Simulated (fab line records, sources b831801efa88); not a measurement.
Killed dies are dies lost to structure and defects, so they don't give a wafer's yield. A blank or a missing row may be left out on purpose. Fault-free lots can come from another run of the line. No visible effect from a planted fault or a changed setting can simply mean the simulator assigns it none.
A sampling plan put to the test | flow gf180mcu | one fab line, 54 faults that these records tell of, each judged on the records of the lots that it struck; 1 more is left out, because the records don't allow judging it
The plan consists of the line's own looks: route steps at which the wafer is read by a gauge or an inspection but not changed. A look can be judged if struck wafers have a number there and the file gives its usual mean and standard deviation on fault-free wafers. Caught: a look later than the fault's first step finds the struck wafers' mean 4 or more of those standard deviations (sigma) from the usual mean. On the tool: the test repeated on the tool's own readings taken at the fault's steps. It also counts as caught if the struck wafers ran another recipe or if their record alone is blank.

## THE FAULTS, as the simulator had put them in
1. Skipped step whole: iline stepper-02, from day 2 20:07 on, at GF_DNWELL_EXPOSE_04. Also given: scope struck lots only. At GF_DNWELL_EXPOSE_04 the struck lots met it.
2. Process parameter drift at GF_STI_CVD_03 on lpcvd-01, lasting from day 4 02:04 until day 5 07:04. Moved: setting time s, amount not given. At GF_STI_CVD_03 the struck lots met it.
3. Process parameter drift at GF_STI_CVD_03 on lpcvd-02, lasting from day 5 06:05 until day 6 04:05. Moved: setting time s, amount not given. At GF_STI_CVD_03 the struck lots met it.
4. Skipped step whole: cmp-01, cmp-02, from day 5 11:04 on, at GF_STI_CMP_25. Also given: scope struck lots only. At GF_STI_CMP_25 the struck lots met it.
5. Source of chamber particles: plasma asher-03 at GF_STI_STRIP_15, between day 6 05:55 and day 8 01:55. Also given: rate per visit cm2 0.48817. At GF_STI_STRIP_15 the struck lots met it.
6. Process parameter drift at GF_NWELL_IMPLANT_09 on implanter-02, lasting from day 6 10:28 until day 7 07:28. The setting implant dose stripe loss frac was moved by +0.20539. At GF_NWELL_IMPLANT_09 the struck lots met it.
7. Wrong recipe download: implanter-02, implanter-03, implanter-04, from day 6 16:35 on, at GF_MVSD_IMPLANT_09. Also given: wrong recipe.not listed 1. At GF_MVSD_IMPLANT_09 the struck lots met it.
8. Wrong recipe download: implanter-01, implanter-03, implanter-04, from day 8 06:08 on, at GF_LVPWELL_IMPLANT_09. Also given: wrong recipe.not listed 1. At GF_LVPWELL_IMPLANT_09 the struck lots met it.
9. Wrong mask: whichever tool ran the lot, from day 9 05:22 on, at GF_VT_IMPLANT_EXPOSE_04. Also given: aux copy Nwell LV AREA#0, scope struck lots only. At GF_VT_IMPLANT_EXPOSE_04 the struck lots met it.
10. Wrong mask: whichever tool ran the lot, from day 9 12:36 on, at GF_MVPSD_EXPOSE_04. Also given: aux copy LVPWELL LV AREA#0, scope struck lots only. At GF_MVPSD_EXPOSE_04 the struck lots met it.
11. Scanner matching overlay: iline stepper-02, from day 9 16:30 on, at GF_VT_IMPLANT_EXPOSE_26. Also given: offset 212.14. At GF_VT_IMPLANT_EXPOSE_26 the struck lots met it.
12. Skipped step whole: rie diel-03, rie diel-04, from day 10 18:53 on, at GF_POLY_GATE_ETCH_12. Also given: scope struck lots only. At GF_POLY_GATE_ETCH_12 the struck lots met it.
13. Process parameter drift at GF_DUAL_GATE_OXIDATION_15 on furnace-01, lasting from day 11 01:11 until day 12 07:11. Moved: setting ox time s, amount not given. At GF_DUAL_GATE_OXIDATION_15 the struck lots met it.
14. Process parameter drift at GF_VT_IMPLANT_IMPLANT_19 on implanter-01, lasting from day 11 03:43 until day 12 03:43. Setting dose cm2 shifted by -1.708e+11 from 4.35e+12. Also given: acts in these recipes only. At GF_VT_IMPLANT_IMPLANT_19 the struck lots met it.
15. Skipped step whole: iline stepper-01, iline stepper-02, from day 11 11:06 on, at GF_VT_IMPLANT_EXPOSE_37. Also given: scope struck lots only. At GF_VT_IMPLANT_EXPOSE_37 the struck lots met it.
16. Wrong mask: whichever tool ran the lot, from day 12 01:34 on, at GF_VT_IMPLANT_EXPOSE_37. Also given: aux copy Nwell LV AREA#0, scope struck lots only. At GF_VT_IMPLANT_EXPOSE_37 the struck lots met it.
17. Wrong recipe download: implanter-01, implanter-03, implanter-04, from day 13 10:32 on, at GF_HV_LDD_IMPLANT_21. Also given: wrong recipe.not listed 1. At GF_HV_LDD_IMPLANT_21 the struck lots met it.
18. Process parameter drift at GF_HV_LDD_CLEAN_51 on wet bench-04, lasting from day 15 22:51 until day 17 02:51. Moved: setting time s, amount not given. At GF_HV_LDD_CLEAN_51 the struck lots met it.
19. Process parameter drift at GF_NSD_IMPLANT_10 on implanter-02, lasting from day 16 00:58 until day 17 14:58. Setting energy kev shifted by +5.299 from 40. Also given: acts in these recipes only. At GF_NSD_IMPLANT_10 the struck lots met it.
20. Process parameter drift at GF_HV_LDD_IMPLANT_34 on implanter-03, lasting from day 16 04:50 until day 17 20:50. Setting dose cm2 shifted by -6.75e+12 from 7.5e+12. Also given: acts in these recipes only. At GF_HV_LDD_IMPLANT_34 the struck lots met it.
21. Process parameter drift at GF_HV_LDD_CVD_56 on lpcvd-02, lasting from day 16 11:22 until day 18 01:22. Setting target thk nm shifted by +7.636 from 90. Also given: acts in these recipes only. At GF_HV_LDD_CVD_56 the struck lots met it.
22. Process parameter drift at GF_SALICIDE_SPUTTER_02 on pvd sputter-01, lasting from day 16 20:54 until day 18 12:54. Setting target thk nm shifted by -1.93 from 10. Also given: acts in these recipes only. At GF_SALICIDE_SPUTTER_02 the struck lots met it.
23. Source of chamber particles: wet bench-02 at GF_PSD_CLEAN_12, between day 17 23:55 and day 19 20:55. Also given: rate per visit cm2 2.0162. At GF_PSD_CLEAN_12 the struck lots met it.
24. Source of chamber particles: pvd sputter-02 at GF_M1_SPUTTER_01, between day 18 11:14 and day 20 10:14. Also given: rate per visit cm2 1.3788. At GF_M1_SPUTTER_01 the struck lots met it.
25. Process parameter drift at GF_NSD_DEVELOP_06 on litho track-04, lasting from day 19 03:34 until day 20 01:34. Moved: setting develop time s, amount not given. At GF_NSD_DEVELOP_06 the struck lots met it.
26. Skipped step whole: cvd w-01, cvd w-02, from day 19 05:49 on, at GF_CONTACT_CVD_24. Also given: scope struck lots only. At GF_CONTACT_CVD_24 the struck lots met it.
27. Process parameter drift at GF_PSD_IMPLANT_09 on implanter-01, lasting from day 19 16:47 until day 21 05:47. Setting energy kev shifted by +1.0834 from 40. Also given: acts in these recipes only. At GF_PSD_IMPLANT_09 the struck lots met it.
28. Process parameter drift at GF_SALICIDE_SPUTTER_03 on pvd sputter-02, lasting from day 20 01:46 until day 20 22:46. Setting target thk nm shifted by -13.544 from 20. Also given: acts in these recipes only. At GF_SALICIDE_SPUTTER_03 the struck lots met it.
29. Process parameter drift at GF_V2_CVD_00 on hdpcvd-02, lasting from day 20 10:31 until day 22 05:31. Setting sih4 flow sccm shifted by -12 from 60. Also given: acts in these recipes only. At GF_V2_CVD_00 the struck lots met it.
30. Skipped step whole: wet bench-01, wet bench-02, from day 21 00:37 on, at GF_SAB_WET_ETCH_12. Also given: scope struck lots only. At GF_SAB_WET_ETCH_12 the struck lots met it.
31. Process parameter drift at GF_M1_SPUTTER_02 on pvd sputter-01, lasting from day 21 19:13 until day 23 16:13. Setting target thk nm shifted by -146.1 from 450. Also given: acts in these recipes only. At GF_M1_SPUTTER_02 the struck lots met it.
32. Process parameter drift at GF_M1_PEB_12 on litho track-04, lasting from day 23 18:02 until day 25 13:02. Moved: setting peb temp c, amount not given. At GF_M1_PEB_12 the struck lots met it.
33. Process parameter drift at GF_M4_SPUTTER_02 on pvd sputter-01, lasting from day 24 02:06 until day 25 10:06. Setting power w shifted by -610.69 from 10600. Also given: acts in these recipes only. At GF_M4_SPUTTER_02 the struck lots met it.
34. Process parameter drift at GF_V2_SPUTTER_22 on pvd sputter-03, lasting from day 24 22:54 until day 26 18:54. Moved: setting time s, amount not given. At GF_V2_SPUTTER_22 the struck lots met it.
35. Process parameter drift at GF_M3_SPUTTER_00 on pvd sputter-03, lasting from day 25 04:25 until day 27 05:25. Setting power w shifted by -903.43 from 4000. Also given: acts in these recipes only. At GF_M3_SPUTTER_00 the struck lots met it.
36. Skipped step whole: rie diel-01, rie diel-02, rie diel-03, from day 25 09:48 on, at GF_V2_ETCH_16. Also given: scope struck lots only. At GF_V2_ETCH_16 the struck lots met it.
37. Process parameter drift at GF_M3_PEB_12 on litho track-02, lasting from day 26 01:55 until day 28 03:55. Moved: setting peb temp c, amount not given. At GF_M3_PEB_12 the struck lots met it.
38. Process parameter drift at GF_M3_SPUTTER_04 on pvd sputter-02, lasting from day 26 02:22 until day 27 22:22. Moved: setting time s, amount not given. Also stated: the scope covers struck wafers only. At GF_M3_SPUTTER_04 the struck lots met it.
39. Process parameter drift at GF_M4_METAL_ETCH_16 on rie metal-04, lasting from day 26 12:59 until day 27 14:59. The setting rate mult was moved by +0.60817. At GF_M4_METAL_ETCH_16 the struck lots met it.
40. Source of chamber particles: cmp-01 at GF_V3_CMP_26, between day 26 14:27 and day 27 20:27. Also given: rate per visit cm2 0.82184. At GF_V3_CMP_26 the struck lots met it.
41. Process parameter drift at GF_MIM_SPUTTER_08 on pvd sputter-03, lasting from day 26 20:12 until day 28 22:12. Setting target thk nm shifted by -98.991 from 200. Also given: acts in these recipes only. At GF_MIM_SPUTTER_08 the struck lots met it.
42. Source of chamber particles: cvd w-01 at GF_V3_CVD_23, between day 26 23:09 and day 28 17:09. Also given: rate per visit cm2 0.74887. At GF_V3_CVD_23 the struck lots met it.
43. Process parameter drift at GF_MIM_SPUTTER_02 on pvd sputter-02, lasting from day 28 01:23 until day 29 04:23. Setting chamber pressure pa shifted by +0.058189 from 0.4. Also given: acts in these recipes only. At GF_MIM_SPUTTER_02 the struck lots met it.
44. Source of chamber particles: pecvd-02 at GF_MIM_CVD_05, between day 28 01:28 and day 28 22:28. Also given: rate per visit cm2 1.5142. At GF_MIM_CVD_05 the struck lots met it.
45. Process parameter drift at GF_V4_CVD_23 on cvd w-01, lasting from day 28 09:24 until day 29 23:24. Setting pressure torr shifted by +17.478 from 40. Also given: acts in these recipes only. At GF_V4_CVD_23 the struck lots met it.
46. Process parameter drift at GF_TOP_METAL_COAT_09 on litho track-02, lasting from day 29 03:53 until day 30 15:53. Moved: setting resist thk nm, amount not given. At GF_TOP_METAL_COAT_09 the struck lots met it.
47. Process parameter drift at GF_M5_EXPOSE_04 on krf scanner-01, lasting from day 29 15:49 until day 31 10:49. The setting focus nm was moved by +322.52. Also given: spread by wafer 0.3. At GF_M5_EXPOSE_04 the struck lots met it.
48. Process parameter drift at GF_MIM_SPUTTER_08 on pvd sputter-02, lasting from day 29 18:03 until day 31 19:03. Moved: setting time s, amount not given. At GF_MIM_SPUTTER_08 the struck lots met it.
49. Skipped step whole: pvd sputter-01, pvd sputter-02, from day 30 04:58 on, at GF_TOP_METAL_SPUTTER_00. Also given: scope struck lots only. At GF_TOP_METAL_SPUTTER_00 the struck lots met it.
50. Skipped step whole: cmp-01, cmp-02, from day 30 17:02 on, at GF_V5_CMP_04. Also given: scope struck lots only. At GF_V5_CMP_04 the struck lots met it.
51. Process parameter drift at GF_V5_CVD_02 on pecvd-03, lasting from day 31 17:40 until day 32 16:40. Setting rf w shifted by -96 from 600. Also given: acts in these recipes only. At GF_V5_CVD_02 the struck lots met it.
52. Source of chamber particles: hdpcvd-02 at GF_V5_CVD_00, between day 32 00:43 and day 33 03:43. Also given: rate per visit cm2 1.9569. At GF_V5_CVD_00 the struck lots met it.
53. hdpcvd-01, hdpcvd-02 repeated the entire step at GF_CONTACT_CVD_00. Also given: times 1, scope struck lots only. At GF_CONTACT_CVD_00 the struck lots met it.
54. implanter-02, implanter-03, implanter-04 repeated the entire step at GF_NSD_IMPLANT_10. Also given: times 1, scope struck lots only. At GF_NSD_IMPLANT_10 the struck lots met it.

## WHAT THE PLAN SAW
fault | on the tool itself                               | first look that catches it                      | reading, sigma                                  | median hours from its first step to that look | hours from the fault's start to the first struck lot there | judged looks passed uncaught
1     | no reading that can be judged                    | GF_DNWELL_TW_MEAS_09                            | DNWELL_TW -99 or beyond                         | 6.3                                           | 8                                                          | 0
2     | under 2 sigma                                    | GF_STI_THK_MEAS_04                              | STI_CVD_03_THK -25                              | 2.0                                           | 4                                                          | 0
3     | under 2 sigma                                    | GF_STI_THK_MEAS_04                              | STI_CVD_03_THK -14                              | 2.0                                           | 6                                                          | 0
4     | the tool's record is blank for the struck wafers | no look after it can be judged                  | -                                               | -                                             | -                                                          | 0
5     | under 2 sigma                                    | not the one look that can be judged after it    | -                                               | -                                             | -                                                          | 1
6     | under 2 sigma                                    | GF_VT_IMPLANT_RS_MEAS_47                        | NWELL_RS +6.1                                   | 120.0                                         | 122                                                        | 0
7     | under 2 sigma                                    | GF_MVSD_TW_MEAS_11                              | MVSD_TW +10                                     | 0.2                                           | 4                                                          | 0
8     | no reading that can be judged                    | GF_LVPWELL_TW_MEAS_11                           | LVPWELL_TW +28                                  | 0.3                                           | 3                                                          | 0
9     | no reading that can be judged                    | GF_VT_IMPLANT_TW_MEAS_10                        | VT_IMPLANT_TW -99 or beyond                     | 8.5                                           | 12                                                         | 0
10    | under 2 sigma                                    | GF_MVPSD_TW_MEAS_11                             | MVPSD_TW -99 or beyond                          | 8.9                                           | 11                                                         | 0
11    | under 2 sigma                                    | GF_VT_IMPLANT_OVL_MEAS_29                       | VT_IMPLANT_02_OVL +99 or beyond                 | 8.6                                           | 12                                                         | 0
12    | the tool's record is blank for the struck wafers | no look after it can be judged                  | -                                               | -                                             | -                                                          | 0
13    | under 2 sigma                                    | no look after it can be judged                  | -                                               | -                                             | -                                                          | 0
14    | dose ions cm2 -35 sigma                          | no look after it can be judged                  | -                                               | -                                             | -                                                          | 0
15    | no reading that can be judged                    | no look after it can be judged                  | -                                               | -                                             | -                                                          | 0
16    | no reading that can be judged                    | GF_VT_IMPLANT_TW_MEAS_43                        | VT_IMPLANT_4_TW -99 or beyond                   | 9.5                                           | 13                                                         | 0
17    | under 2 sigma                                    | GF_HV_LDD_TW_MEAS_23                            | HV_LDD_2_TW -52                                 | 0.2                                           | 2                                                          | 0
18    | run length s -37 sigma                           | no look after it can be judged                  | -                                               | -                                             | -                                                          | 0
19    | beam energy keV +99 or beyond sigma              | not the one look that can be judged after it    | -                                               | -                                             | -                                                          | 1
20    | dose ions cm2 -99 or beyond sigma                | GF_HV_LDD_TW_MEAS_38                            | HV_LDD_3_TW -11                                 | 0.5                                           | 9                                                          | 0
21    | under 2 sigma                                    | GF_HV_LDD_THK_MEAS_57                           | HV_LDD_CVD_56_THK +10                           | 1.4                                           | 11                                                         | 0
22    | under 2 sigma                                    | GF_SALICIDE_RS_MEAS_04                          | SALICIDE_TIN_RS +8.2                            | 0.1                                           | 5                                                          | 0
23    | no reading that can be judged                    | none of the 2 looks that can be judged after it | -                                               | -                                             | -                                                          | 2
24    | under 2 sigma                                    | none of the 2 looks that can be judged after it | -                                               | -                                             | -                                                          | 2
25    | no reading that can be judged                    | GF_NSD_CD_MEAS_07                               | cd nm -5.5                                      | 0.1                                           | 8                                                          | 0
26    | the tool's record is blank for the struck wafers | GF_CONTACT_RS_MEAS_25                           | CONTACT_W_RS +99 or beyond                      | 0.1                                           | 1                                                          | 0
27    | beam energy keV +83 sigma                        | GF_PSD_RS_MEAS_15                               | PSD_RS -5.4                                     | 0.5                                           | 19                                                         | 1
28    | under 2 sigma                                    | GF_SALICIDE_RS_MEAS_04                          | SALICIDE_TIN_RS +11                             | 0.0                                           | 2                                                          | 0
29    | sih4 flow sccm -59 sigma                         | GF_V2_THK_MEAS_01                               | V2_CVD_00_THK -16                               | 0.1                                           | 10                                                         | 0
30    | the tool's record is blank for the struck wafers | no look after it can be judged                  | -                                               | -                                             | -                                                          | 0
31    | under 2 sigma                                    | GF_M1_RS_MEAS_05                                | M1_ALCU_RS +39                                  | 0.1                                           | 18                                                         | 0
32    | heater power total W +82 sigma                   | GF_M1_CD_MEAS_14                                | cd nm -16                                       | 0.3                                           | 6                                                          | 0
33    | cathode dc power W -99 or beyond sigma           | GF_M4_RS_MEAS_05                                | M4_ALCU_RS +4.6                                 | 0.1                                           | 3                                                          | 0
34    | under 2 sigma                                    | no look after it can be judged                  | -                                               | -                                             | -                                                          | 0
35    | cathode dc power W -99 or beyond sigma           | no look after it can be judged                  | -                                               | -                                             | -                                                          | 0
36    | the tool's record is blank for the struck wafers | no look after it can be judged                  | -                                               | -                                             | -                                                          | 0
37    | heater power total W +30 sigma                   | GF_M3_CD_MEAS_14                                | cd nm -7.1                                      | 0.3                                           | 2                                                          | 0
38    | under 2 sigma                                    | none of the 7 looks that can be judged after it | strongest: M3_ALCU_RS at GF_M3_RS_MEAS_05, -2.2 | -                                             | -                                                          | 7
39    | under 2 sigma                                    | no look after it can be judged                  | -                                               | -                                             | -                                                          | 0
40    | under 2 sigma                                    | none of the 3 looks that can be judged after it | -                                               | -                                             | -                                                          | 3
41    | under 2 sigma                                    | GF_MIM_RS_MEAS_10                               | MIM_ALCU_RS +68                                 | 0.1                                           | 11                                                         | 0
42    | under 2 sigma                                    | not the one look that can be judged after it    | -                                               | -                                             | -                                                          | 1
43    | chamber pressure pa +71 sigma                    | no look after it can be judged                  | -                                               | -                                             | -                                                          | 0
44    | under 2 sigma                                    | none of the 2 looks that can be judged after it | -                                               | -                                             | -                                                          | 2
45    | chamber pressure Torr +99 or beyond sigma        | GF_V4_RS_MEAS_24                                | V4_W_RS -15                                     | 0.1                                           | 8                                                          | 0
46    | no reading that can be judged                    | none of the 2 looks that can be judged after it | -                                               | -                                             | -                                                          | 2
47    | exposure dose mJ cm2 -37 sigma                   | GF_M5_CD_MEAS_07                                | cd nm -12                                       | 8.6                                           | 33                                                         | 0
48    | under 2 sigma                                    | GF_MIM_RS_MEAS_10                               | MIM_ALCU_RS +14                                 | 0.1                                           | 6                                                          | 0
49    | the tool's record is blank for the struck wafers | no look after it can be judged                  | -                                               | -                                             | -                                                          | 0
50    | the tool's record is blank for the struck wafers | none of the 2 looks that can be judged after it | -                                               | -                                             | -                                                          | 2
51    | rf fwd power W -47 sigma                         | not the one look that can be judged after it    | -                                               | -                                             | -                                                          | 1
52    | under 2 sigma                                    | no look after it can be judged                  | -                                               | -                                             | -                                                          | 0
53    | no reading that can be judged                    | GF_CONTACT_THK_MEAS_01                          | CONTACT_CVD_00_THK +67                          | 0.3                                           | -                                                          | 0
54    | under 2 sigma                                    | GF_PSD_RS_MEAS_14                               | NSD_RS -62                                      | 24.1                                          | -                                                          | 0
Dash: fault not caught, or number not given in these records.

Caught at a look: 29 of 54. Caught on the tool: 21 of 54. By one or the other: 41 of 54.
Caught on the tool alone: faults 4, 12, 14, 18, 19, 30, 35, 36, 43, 49, 50, 51.
Caught at a look alone: faults 1, 2, 3, 6, 7, 8, 9, 10, 11, 16, 17, 21, 22, 25, 28, 31, 41, 48, 53, 54.
Caught by neither: faults 5, 13, 15, 23, 24, 34, 38, 39, 40, 42, 44, 46, 52.

## THINNER SAMPLING
Were the look that catches a fault to measure just every second or every third lot (counted by lot number), the first struck lot would, at worst, be measured this late:
fault | struck lots at that look, in order of time | every lot | every second lot | every third lot
1     | L715, L716                                 | 8 h       | 14 h             | may miss all 2
2     | L274, L275                                 | 4 h       | 10 h             | may miss all 2
3     | L177, L178                                 | 6 h       | 11 h             | may miss all 2
6     | L503, L504, L505                           | 122 h     | 126 h            | 134 h
7     | L977, L978, L979                           | 4 h       | 11 h             | 17 h
8     | L293, L294                                 | 3 h       | 7 h              | may miss all 2
9     | L324                                       | 12 h      | may miss it      | may miss it
10    | L110                                       | 11 h      | may miss it      | may miss it
11    | L587, L590                                 | 12 h      | 30 h             | may miss all 2
16    | L202                                       | 13 h      | may miss it      | may miss it
17    | L123, L124, L125                           | 2 h       | 13 h             | 21 h
20    | L504, L505                                 | 9 h       | 14 h             | may miss all 2
21    | L373, L374                                 | 11 h      | 15 h             | may miss all 2
22    | L629, L631                                 | 5 h       | may miss all 2   | may miss all 2
25    | L270, L271                                 | 8 h       | 19 h             | may miss all 2
26    | L269, L270, L271                           | 1 h       | 19 h             | 23 h
27    | L289, L290                                 | 19 h      | 32 h             | may miss all 2
28    | L633, L634                                 | 2 h       | 14 h             | may miss all 2
29    | L271, L273                                 | 10 h      | may miss all 2   | may miss all 2
31    | L457, L458                                 | 18 h      | 31 h             | may miss all 2
32    | L634, L636                                 | 6 h       | may miss all 2   | may miss all 2
33    | L325, L327                                 | 3 h       | may miss all 2   | may miss all 2
37    | L815, L822                                 | 2 h       | 50 h             | may miss all 2
41    | L941, L945                                 | 11 h      | may miss all 2   | may miss all 2
45    | L771, L774                                 | 8 h       | 20 h             | may miss all 2
47    | L513                                       | 33 h      | may miss it      | may miss it
48    | L226, L225                                 | 6 h       | 7 h              | may miss all 2
Hours count from the start of the fault until the first struck lot that is measured. The limit of 4 sigma was tested on all struck wafers together, so one lot alone may lie under it. Other struck lots may not be in these records.

## THE LONGEST TIMED WAY FROM STEP TO LOOK
Fault 6: the median time between GF_NWELL_IMPLANT_09 and GF_VT_IMPLANT_RS_MEAS_47 is 120.0 hours. No look between them can be judged.
